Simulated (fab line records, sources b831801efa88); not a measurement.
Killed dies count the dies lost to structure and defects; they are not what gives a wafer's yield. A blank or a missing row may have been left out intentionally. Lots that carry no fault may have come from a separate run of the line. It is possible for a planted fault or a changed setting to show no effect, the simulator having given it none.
2 desks looking at one fault + flow gf180mcu + only its own numbers are on each desk; what lay behind them is given at the end

== AT THE TOOL OWNER'S DESK: implanter-03 ==
The tool's own readings at GF_MVPSD_IMPLANT_08: means of the sampled wafers that have a number, for each lot that ran on this tool. The brackets show how far a lot's mean lies from the usual mean; more than 4 standard deviations puts the lot out of limits, marked OUT.
Columns: A = doseIonsCm2 at GF_MVPSD_IMPLANT_08, usual 1.4999e+13; B = faradayCurrentUA at GF_MVPSD_IMPLANT_08, usual 84.5
| lot  | first seen here | A                            | B              |
|------|-----------------|------------------------------|----------------|
| L832 | day 5 00:22     | 1.5015e+13                   | 84.4           |
| L834 | day 5 13:25     | 1.5000e+13                   | 83.6           |
| L838 | day 6 11:10     | 1.4989e+13                   | 85.0           |
| L839 | day 6 17:17     | 1.4999e+13                   | 86.4           |
| L841 | day 7 08:14     | 5.6970e+12 (-99 or more) OUT | 31.9 (-33) OUT |
| L844 | day 7 21:44     | 5.6860e+12 (-99 or more) OUT | 32.5 (-32) OUT |
| L852 | day 10 06:25    | 1.4996e+13                   | 85.1           |
This desk's verdict: out of limits on L841, L844, starting with L841 at day 7 08:14 (doseIonsCm2 at GF_MVPSD_IMPLANT_08). L832, L834, L838, L839, L852 stayed within limits.

== THE METROLOGY DESK ==
Means of the sampled wafers that have a number, per lot and without regard to the tool the lot ran on: this is what the gauges read. The brackets show how far a lot's mean lies from the usual mean; more than 4 standard deviations puts the lot out of limits, marked OUT.
Columns: A = STI_CVD_23_THK at GF_STI_THK_MEAS_24, usual 621 nm; B = NWELL_OVL at GF_NWELL_OVL_MEAS_07, usual -1.0 nm; C = MVPSD_TW at GF_MVPSD_TW_MEAS_11, usual 554; D = VT_IMPLANT_01_OVL at GF_VT_IMPLANT_OVL_MEAS_18, usual -0.7 nm; E = MVPSD_RS at GF_VT_IMPLANT_RS_MEAS_49, usual 1170.3 ohm/sq
| lot  | first seen here | A   | B    | C             | D    | E                        |
|------|-----------------|-----|------|---------------|------|--------------------------|
| L832 | day 2 04:57     | 616 | -0.1 | 556           | -1.1 | 1174.9                   |
| L834 | day 2 14:26     | 624 | 0.1  | 552           | -0.4 | 1170.3                   |
| L835 | day 2 19:02     | 623 | -1.3 | 558           | -1.1 | 1167.7                   |
| L838 | day 3 09:47     | 615 | -2.3 | 559           | -0.2 | 1167.7                   |
| L839 | day 3 16:24     | 627 | 0.4  | 546           | -0.3 | 1175.0                   |
| L840 | day 3 22:44     | 619 | -0.3 | 560           | -1.9 | 1171.4                   |
| L841 | day 4 01:20     | 623 | 0.6  | 446 (-22) OUT | -0.7 | 1848.3 (+99 or more) OUT |
| L844 | day 4 17:38     | 623 | 0.0  | 442 (-23) OUT | -0.4 | 1849.0 (+99 or more) OUT |
| L849 | day 5 21:10     | 615 | -2.5 | 549           | 0.2  | 1172.5                   |
| L851 | day 6 06:19     | 615 | -0.9 | 549           | 0.4  | 1168.9                   |
| L852 | day 6 13:04     | 617 | -3.1 | 548           | -1.9 | 1170.1                   |
| L854 | day 7 00:20     | 615 | 1.6  | 552           | -0.5 | 1170.6                   |
| L855 | day 7 07:17     | 614 | 1.3  | 559           | -0.4 | 1171.9                   |
This desk's finding: out of limits on L841, L844; first on L841, day 7 08:38 (MVPSD_TW at GF_MVPSD_TW_MEAS_11). L832, L834, L835, L838, L839, L840, L849, L851, L852, L854, L855 stayed within limits.

== TAKEN TOGETHER ==
The tool owner's desk had the chance to raise an alarm at day 7 08:14 on L841, L844.
On L841, L844, the metrology desk was in a position to raise an alarm at day 7 08:38.
All the named lots went through GF_MVPSD_IMPLANT_08 on implanter-03.

== WHAT HAD BEEN PUT IN BY THE SIMULATOR ==
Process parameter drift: implanter-03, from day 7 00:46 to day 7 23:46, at GF_MVPSD_IMPLANT_08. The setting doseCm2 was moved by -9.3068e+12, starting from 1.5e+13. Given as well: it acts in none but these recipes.
Struck lots among those shown: L841, L844.
Hours from the fault's start to each desk's first reading out of limits: the tool owner's desk, 7; the metrology desk, 8.
